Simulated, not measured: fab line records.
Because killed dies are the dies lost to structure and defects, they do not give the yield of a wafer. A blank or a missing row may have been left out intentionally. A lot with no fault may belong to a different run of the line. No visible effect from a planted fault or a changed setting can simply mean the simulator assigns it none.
A struck lot beside a sound one + flow sky130 + 17 steps out of a route of 708
Sound: the wafers L705.2, L705.3, L705.4. Struck: wafers L710.1, L710.5 (left out: L710.4, a lot-mate that was not struck); the cause follows at the end.
Each step with rows lists, per side, the tool, then ch with its chambers, then its first start. Under that, the readings that differ: sound wafers + struck wafers + difference of the means + sigmas: that difference in standard deviations of wafers without a fault.
alike: readings whose means differ by less than 2 such deviations, and words and numbers that are the same on both sides. not compared: withheld readings, readings that some wafer has no value for, bounds like >300 that may hide the same value, and numbers for which the record gives no deviation and whose values overlap.
The two part at a step that has a row with sigmas, a row that says differs or no value, or rows on one side only. Non-overlapping numbers with no deviation appear without sigmas and do not part them. A reading missing from all wafers of one side parts the sides only when that side holds two or more wafers.

SKY_METAL1_THK_MEAS_06: measures by xrf.
  struck on film_metro-03, day 37 02:58; sound on film_metro-04, day 35 18:43
  alike: METAL1_ALCU_THK
then, 8 steps without rows for these wafers: SKY_METAL1_DEHYDRATE_07 (time 60 s); SKY_METAL1_HMDS_08 (prime time 60 s); SKY_METAL1_COAT_09 (resist thk 60 nm); SKY_METAL1_COAT_10 (resist thk 450 nm); SKY_METAL1_SOFTBAKE_11 (time 90 s); SKY_METAL1_EXPOSE_12 (exposes mask MM1, target cd 140 nm); SKY_METAL1_PEB_13; SKY_METAL1_DEVELOP_14 (develop time 60 s).
SKY_METAL1_CD_MEAS_15 targets a cd of 140 nm.
  struck on cd_sem-01, day 38 06:19; sound on cd_sem-02, day 36 21:44
  alike: cd_nm
SKY_METAL1_OVL_MEAS_16:
  struck on overlay-02, day 38 06:26; sound on overlay-01, day 36 21:50
| reading         | sound    | struck | difference | sigmas |
|-----------------|----------|--------|------------|--------|
| METAL1_OVL (nm) | -4 -4 -1 | 6 9    | +10        | +2     |
SKY_METAL1_DESCUM_17: chemistry O2, time 8 s.
  sound on rie_metal-04 ch 0,1, day 36 21:52; struck on rie_metal-04 ch 0, day 38 06:29
| reading                     | sound       | struck  | difference | sigmas |
|-----------------------------|-------------|---------|------------|--------|
| drypump_motor_current_A (A) | 4.8 6.2 4.8 | 6.1 6.2 | +0.9       | +2     |
  alike: chamber_pressure_mTorr, oes_product_au
  not compared: rf_hours_counter_h
SKY_METAL1_ETCH_18: etches BARC in N2/H2, stops on SiO2, time 45.9 s, target depth 60 nm.
  sound on rie_metal-04 ch 0,1, day 36 21:54; struck on rie_metal-04 ch 0, day 38 06:31
| reading                                       | sound             | struck      | difference | sigmas |
|-----------------------------------------------|-------------------|-------------|------------|--------|
| drypump_motor_current_A (A)                   | 4.9 6.2 4.9       | 6.2 6.2     | +0.9       | +2     |
| model.KrF-thick_of_METAL1_COAT_10.thk_nm (nm) | 391.5 392.7 393.2 | 401.5 401.6 | +9.1       |        |
  alike: chamber_pressure_mTorr, oes_product_au, throttle_valve_pct
  not compared: rf_hours_counter_h
SKY_METAL1_METAL_ETCH_19: etches the open film in Cl2/BCl3, stops on SiO2, target depth 360 nm, time 78 s.
  sound on rie_metal-04 ch 0,1, day 36 21:58; struck on rie_metal-04 ch 0, day 38 06:34
| reading                                       | sound             | struck      | difference | sigmas |
|-----------------------------------------------|-------------------|-------------|------------|--------|
| drypump_motor_current_A (A)                   | 4.8 6.2 4.9       | 6.1 6.2     | +0.9       | +2     |
| model.KrF-thick_of_METAL1_COAT_10.thk_nm (nm) | 157.1 161.9 157.8 | 173.3 170.6 | +13.0      |        |
  alike: chamber_pressure_mTorr, oes_product_au, throttle_valve_pct
  not compared: rf_hours_counter_h
SKY_METAL1_STRIP_20: strips in O2/N2.
  sound on plasma_asher-02 ch 0,1, day 36 22:03; struck on plasma_asher-01 ch 0, day 38 06:40
| reading                      | sound          | struck    | difference | sigmas |
|------------------------------|----------------|-----------|------------|--------|
| strip_time_to_endpoint_s (s) | 2.66 2.72 2.69 | 2.85 2.82 | +0.15      | +4     |
  alike: chamber_pressure_mTorr, drypump_motor_current_A, oes_product_au
  not compared: rf_hours_counter_h
then, 1 step without rows for these wafers: SKY_METAL1_STRIP_21 (strips in post etch residue remover, time 1200 s).
SKY_PAD_OPEN_PROBE_99:
  the record has rows for the sound wafers here (prober-02, day 48 19:42) and none for the struck ones

== WHERE THEY PART ==
Earliest at SKY_METAL1_OVL_MEAS_16; latest, in this record, at SKY_PAD_OPEN_PROBE_99.

WHY: the cause the simulator had injected
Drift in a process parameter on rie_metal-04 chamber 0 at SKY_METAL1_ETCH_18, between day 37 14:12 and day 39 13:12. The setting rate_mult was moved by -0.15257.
